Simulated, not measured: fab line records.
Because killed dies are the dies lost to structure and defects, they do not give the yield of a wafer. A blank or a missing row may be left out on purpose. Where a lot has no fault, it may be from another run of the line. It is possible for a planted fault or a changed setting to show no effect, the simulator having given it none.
A lot that was struck, set against a sound lot / flow sky130 / 18 out of 708 route steps
Sound: wafers L143.3, L143.5, L143.6. Struck: wafers L148.1, L148.4, L148.6. The cause is named last.
Per side, at each step with rows, come the tool, then ch with its chambers, and then its first start. Under that, the readings that differ: sound wafers / struck wafers / difference of the means / sigmas: that difference in standard deviations of wafers without a fault.
alike: readings with means less than 2 such deviations apart, plus words and numbers identical on both sides. not compared: withheld readings, readings lacking a value on some wafer, bounds such as >300 that could conceal the same value, and numbers that have no deviation in the record and whose values overlap.
The two part at a step that has a row with sigmas, a row that says differs or no value, or rows on one side only. Numbers that don't overlap but have no deviation are shown without sigmas and don't part them. Lack of a reading on every wafer of one side parts them only where that side has two or more wafers.

first, 3 steps without rows for these wafers: SKY_VT_ADJUST_HVTP_EXPOSE_04 (exposes mask HVTPM, target cd 380 nm); SKY_VT_ADJUST_HVTP_PEB_05; SKY_VT_ADJUST_HVTP_DEVELOP_06 (develop time 60 s).
SKY_VT_ADJUST_HVTP_CD_MEAS_07: target cd 380 nm.
  sound on cd sem-01 at day 6 20:08; struck on cd sem-02 at day 7 19:12
reading=cd nm (nm); sound=378.7 378.3 376.9; struck=382.2 384.8 382.9; difference=+5.3; sigmas=+2
SKY_VT_ADJUST_HVTP_OVL_MEAS_08:
  sound on overlay-01 at day 6 20:14; struck on overlay-02 at day 7 19:19
  alike: VT_ADJUST_HVTP_OVL
after that, 1 step had no rows for these wafers: SKY_VT_ADJUST_HVTP_IMPLANT_09.
SKY_VT_ADJUST_HVTP_STRIP_10: strips in O2/N2.
  sound on plasma asher-01 ch 0,1, day 6 20:26; struck on plasma asher-03 ch 0,1, day 7 19:30
reading=drypump motor current A (A); sound=6.0 6.0 5.9; struck=5.3 4.9 4.9; difference=-0.9; sigmas=-2
  alike: oes product au, strip time to endpoint s
  not compared: rf hours counter h
SKY_VT_ADJUST_HVTP_TW_MEAS_11:
  sound on film metro-04 at day 6 20:31; struck on film metro-04 at day 7 19:36
  alike: VT_ADJUST_HVTP_TW
then, 4 steps without rows for these wafers: SKY_VT_ADJUST_LVTN_DEHYDRATE_00 (time 60 s); SKY_VT_ADJUST_LVTN_HMDS_01 (prime time 60 s); SKY_VT_ADJUST_LVTN_COAT_02 (resist thk 3000 nm); SKY_VT_ADJUST_LVTN_SOFTBAKE_03.
SKY_VT_ADJUST_LVTN_EXPOSE_04: exposes mask NWM COMPLEMENT LESS NATIVE, target cd 840 nm.
  sound on iline stepper-02 ch 0, day 7 06:16; struck on iline stepper-02 ch 0, day 8 05:23
reading=model.VT_ADJUST_LVTN.overlay x nm (nm); sound=-0.3544 -0.3544 -0.3544; struck=323.2 323.2 323.2; difference=+323.6; sigmas=
  alike: mask, reticle temp C
then, 2 steps without rows for these wafers: SKY_VT_ADJUST_LVTN_PEB_05; SKY_VT_ADJUST_LVTN_DEVELOP_06 (develop time 60 s).
SKY_VT_ADJUST_LVTN_OVL_MEAS_07:
  sound on overlay-01 at day 7 15:25; struck on overlay-02 at day 8 15:29
reading=VT_ADJUST_LVTN_OVL (nm); sound=1.2 -0.1 1.5; struck=323.6 324.4 322.6; difference=+322.7; sigmas=+99 or more
after that, 1 step had no rows for these wafers: SKY_VT_ADJUST_LVTN_IMPLANT_08.
-- a jump in the record: the struck wafers' starts before and after are 39 days apart (it breaks off in module VT_ADJUST_LVTN and resumes in module PAD_OPEN, where the first step shown is number 708 of the route) --
SKY_PAD_OPEN_PROBE_99:
  sound on prober-02 at day 46 08:05; struck on prober-02 at day 47 16:31
reading=killed at front end; sound=14 18 21; struck=402 430 405; difference=+395; sigmas=+88
reading=killed dies; sound=83 83 105; struck=481 483 482; difference=+392; sigmas=+42
reading=killed on rim; sound=12 19 24; struck=95 96 96; difference=+77; sigmas=+18
  alike: killed_at_M0_to_M3, killed_at_M4_up, killed at contacts, killed at other, killed open, killed short

== WHERE THEY PART ==
At SKY_VT_ADJUST_HVTP_CD_MEAS_07 first; at SKY_PAD_OPEN_PROBE_99 last (within this record only).

WHY: the cause the simulator had injected
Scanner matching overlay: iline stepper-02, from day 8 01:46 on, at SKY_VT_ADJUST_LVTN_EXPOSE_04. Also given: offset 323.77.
